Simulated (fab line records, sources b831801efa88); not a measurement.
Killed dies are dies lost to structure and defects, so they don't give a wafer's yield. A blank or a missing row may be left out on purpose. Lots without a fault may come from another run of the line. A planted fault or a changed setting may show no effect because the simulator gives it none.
Chamber matching | flow gf180mcu | GF_V5_CVD_02 on pecvd-02: 3 sister chambers
The step deposits SiO2 from TEOS, target thk 1450 nm, time 163.28 s. 24 wafers are shown with their chamber, then 12 later ones without.

WAFERS WITH THEIR CHAMBER
wafer  | chamber | heater_power_w (W)
L074.1 | 0       | 558
L074.5 | 0       | 634
L074.6 | 2       | 623
L076.1 | 2       | 741
L076.4 | 2       | 621
L076.5 | 0       | 514
L079.3 | 1       | 693
L079.4 | 1       | 552
L079.6 | 0       | 619
L080.4 | 2       | 750
L080.5 | 1       | 547
L080.6 | 0       | 503
L081.2 | 0       | 646
L081.4 | 0       | 512
L081.5 | 2       | 611
L084.1 | 1       | 690
L084.3 | 2       | 723
L084.4 | 0       | 498
L085.1 | 0       | 631
L085.3 | 2       | 768
L085.5 | 0       | 588
L089.1 | 2       | 745
L089.2 | 1       | 622
L089.3 | 0       | 598

SIGNATURES (means of the wafers above)
reading        | chamber 0 | chamber 1 | chamber 2 | scatter within a chamber
heater_power_w | 572.82    | 620.80    | 697.75    | 63.6
Rule: a wafer's distance from a chamber is the root of the sum, over the readings, of the square of ((its reading less the chamber's mean) divided by the reading's scatter). The wafer belongs to the nearest chamber; if the next one is less than 2 further off, it can't be placed. The scatter: the root of (the sum of the squares of (reading less its chamber's mean) over the shown wafers, divided by (wafers less chambers)).

WAFERS WITHOUT THEIR CHAMBER
wafer  | heater_power_w (W)
L091.3 | 605
L091.4 | 646
L091.6 | 511
L093.3 | 586
L093.4 | 611
L093.6 | 741
L095.1 | 763
L095.2 | 601
L095.3 | 650
L095.4 | 627
L095.5 | 497
L095.6 | 679

WHICH CHAMBER EACH WENT THROUGH
wafer  | from the rows above          | in truth
L091.3 | can't be placed: 1 or 0 or 2 | 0
L091.4 | can't be placed: 1 or 2 or 0 | 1
L091.6 | can't be placed: 0 or 1 or 2 | 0
L093.3 | can't be placed: 0 or 1 or 2 | 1
L093.4 | can't be placed: 1 or 0 or 2 | 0
L093.6 | can't be placed: 2 or 1 or 0 | 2
L095.1 | can't be placed: 2 or 1 or 0 | 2
L095.2 | can't be placed: 1 or 0 or 2 | 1
L095.3 | can't be placed: 1 or 2 or 0 | 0
L095.4 | can't be placed: 1 or 0 or 2 | 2
L095.5 | can't be placed: 0 or 1 or 2 | 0
L095.6 | can't be placed: 2 or 1 or 0 | 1
Placed correctly: 0 of 12. Can't be placed from these rows: 12 (the true chamber is among the candidates in 12). Placed wrongly: 0.
